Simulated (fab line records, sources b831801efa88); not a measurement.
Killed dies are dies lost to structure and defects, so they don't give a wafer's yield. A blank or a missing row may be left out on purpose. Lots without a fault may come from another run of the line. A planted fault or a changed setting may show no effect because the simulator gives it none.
Problem report in the 8D (eight disciplines) form, filled by code | flow gf180mcu | the parts of the form that need people (team, actions taken, sign-off) are left out

1. THE PROBLEM
spin_speed_rpm at GF_VT_IMPLANT_COAT_35 reads a mean of 3087.9 rpm on 6 wafers of 2 lots; wafers without a fault read 2999.5 rpm with a standard deviation of 2.6. That is +34 standard deviations from the usual mean.
The step: resist thk 1000 nm.
First seen on wafer L558.1, day 11 21:17, on litho_track-03. The record holds 39 wafers of 13 lots with a number at this step. Rule for "out", or "out of limits": more than 4 standard deviations from the usual mean. The other wafers with a number count as sound.

2. WHAT IT IS AND WHAT IT IS NOT
question                    | is                     | is not
which readings at this step | spin_speed_rpm         | exhaust_pa, resist_line_temp_C
which lots                  | L558, L559             | L542, L543, L545, L547, L549, L550, L551, L555, L560, L561, L564
which wafers of those lots  | all that have a number | -
read on which tools         | litho_track-03         | litho_track-01, litho_track-04
when                        | from day 11 21:17      | up to then (24 sound wafers); but 9 sound wafers of L560, L561, L564 came after

3. SUSPECTS, AND WHAT RULES EACH OUT
Counting: a tool at a process step up to the reading stays a suspect if it ran every lot that is out and no sound lot after the first of them.
- litho_track-03 at GF_VT_IMPLANT_COAT_35 (resist thk 1000 nm): kept. It ran every lot that is out, first L558 (day 11 21:17), and no sound lot after that; its last sound lot up to then is L555 (day 11 00:44). Its own readings are out on those wafers: spin_speed_rpm.
Left after counting: litho_track-03 at GF_VT_IMPLANT_COAT_35.

4. THE CAUSE (what the simulator had put in)
Process parameter drift: litho_track-03, from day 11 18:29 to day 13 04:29, at GF_VT_IMPLANT_COAT_35. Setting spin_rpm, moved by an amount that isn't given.
Counting left only this tool.

5. THE CHAIN OF EFFECTS, in route order
Each row: a reading whose mean over the struck wafers that have a number lies more than 3 standard deviations from the usual. Only readings for which the record gives a usual standard deviation are gone through. hours: the time from each lot's start at the first step in this table that gives one to its start at this step, as a median over the lots. sigmas: the change in usual standard deviations.
hours | step                   | reading                  | usual      | on struck wafers | change | sigmas
0     | GF_VT_IMPLANT_COAT_35  | spin_speed_rpm           | 2999.5 rpm | 3087.9           | +88.4  | +34
10    | GF_VT_IMPLANT_STRIP_42 | strip_time_to_endpoint_s | 12.62 s    | 12.46            | -0.16  | -4.4
The process steps in it:
- GF_VT_IMPLANT_COAT_35: resist thk 1000 nm.
- GF_VT_IMPLANT_STRIP_42: strips in O2/N2.
Later measuring or inspecting steps at which every struck wafer that the step has a row for has a number for every such reading, and none has moved that far: GF_VT_IMPLANT_RS_MEAS_47, GF_VT_IMPLANT_RS_MEAS_48, GF_HV_LDD_TW_MEAS_11.

6. WHAT WOULD HAVE CAUGHT IT SOONER
In this record the first reading out of limits was taken at day 11 21:17, 3 hours after the fault began at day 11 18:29.
